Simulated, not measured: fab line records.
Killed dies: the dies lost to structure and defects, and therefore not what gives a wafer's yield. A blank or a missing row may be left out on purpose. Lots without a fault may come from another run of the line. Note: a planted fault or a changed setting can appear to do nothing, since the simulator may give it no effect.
A struck lot beside a sound one ; flow gf180mcu ; 14 steps out of a route of 602
Sound: these wafers, L776.2, L776.5, L776.6. Wafers struck: L781.1, L781.5, L781.6. Last of all comes the cause.
At each step with rows: each side's tool, then ch and its chambers, then its first start. Under that, the readings that differ: sound wafers ; struck wafers ; difference of the means ; sigmas: that difference in standard deviations of wafers without a fault.
alike: readings with means less than 2 such deviations apart, plus words and numbers identical on both sides. not compared: withheld readings, readings lacking a value on some wafer, bounds such as >300 that could conceal the same value, and numbers that have no deviation in the record and whose values overlap.
The two part at a step that has a row with sigmas, a row that says differs or no value, or rows on one side only. Non-overlapping numbers with no deviation appear without sigmas and do not part them. A reading missing from all wafers of one side parts the sides only when that side holds two or more wafers.

first, 3 steps without rows for these wafers: GF_HV_LDD_EXPOSE_16 (exposes mask Pplus LV AREA, target cd 400 nm); GF_HV_LDD_PEB_17; GF_HV_LDD_DEVELOP_18 (develop time 60 s).
GF_HV_LDD_CD_MEAS_19: target cd 400 nm.
  sound on cdSem-01, day 11 12:41; struck on cdSem-01, day 13 12:05
  alike: cdNm
GF_HV_LDD_OVL_MEAS_20:
  sound on overlay-01, day 11 12:47; struck on overlay-01, day 13 12:12
  alike: HV_LDD_01_OVL
following that, these wafers have no rows for 1 step: GF_HV_LDD_IMPLANT_21.
GF_HV_LDD_STRIP_22: strips in O2/N2.
  sound on plasmaAsher-03 ch 0,1, day 11 12:58; struck on plasmaAsher-01 ch 0,1, day 13 12:23
  alike: drypumpMotorCurrentA, heaterPowerW, oesProductAu, stripTimeToEndpointS
  not compared: rfHoursCounterH
GF_HV_LDD_TW_MEAS_23:
  sound on filmMetro-01, day 11 13:04; struck on filmMetro-03, day 13 12:29
reading;sound;struck;difference;sigmas
HV_LDD_2_TW;1067 1073 1064;1034 1030 1034;-35;-2
then, 4 steps without rows for these wafers: GF_HV_LDD_DEHYDRATE_24 (time 60 s); GF_HV_LDD_HMDS_25 (prime time 60 s); GF_HV_LDD_COAT_26 (resist thk 1000 nm); GF_HV_LDD_SOFTBAKE_27 (time 60 s).
GF_HV_LDD_EXPOSE_28: exposes mask Nplus HV AREA, target cd 400 nm.
  struck on ilineStepper-02, day 13 23:23; sound on ilineStepper-01 ch 0, day 11 22:29
  no value came back on the struck wafers for exposureDoseMJCm2, focusOffsetNm (nm), reticleTempC (C); on the sound wafers exposureDoseMJCm2 reads 140.04 139.82 139.93
reading;sound;struck;difference;sigmas
model.HV_LDD.overlayYNm (nm);-1.026 -1.026 -1.026;-1.634 -1.634 -1.634;-0.608;
model.HV_LDD.overlayXNm (nm);1.274 1.274 1.274;-0.06181 -0.06181 -0.06181;-1.33581;
  alike: mask
following that, these wafers have no rows for 1 step: GF_HV_LDD_PEB_29.

WHERE THEY PART
Last at GF_HV_LDD_EXPOSE_28 as far as this record goes, first at GF_HV_LDD_TW_MEAS_23.

WHY: what the simulator had put in
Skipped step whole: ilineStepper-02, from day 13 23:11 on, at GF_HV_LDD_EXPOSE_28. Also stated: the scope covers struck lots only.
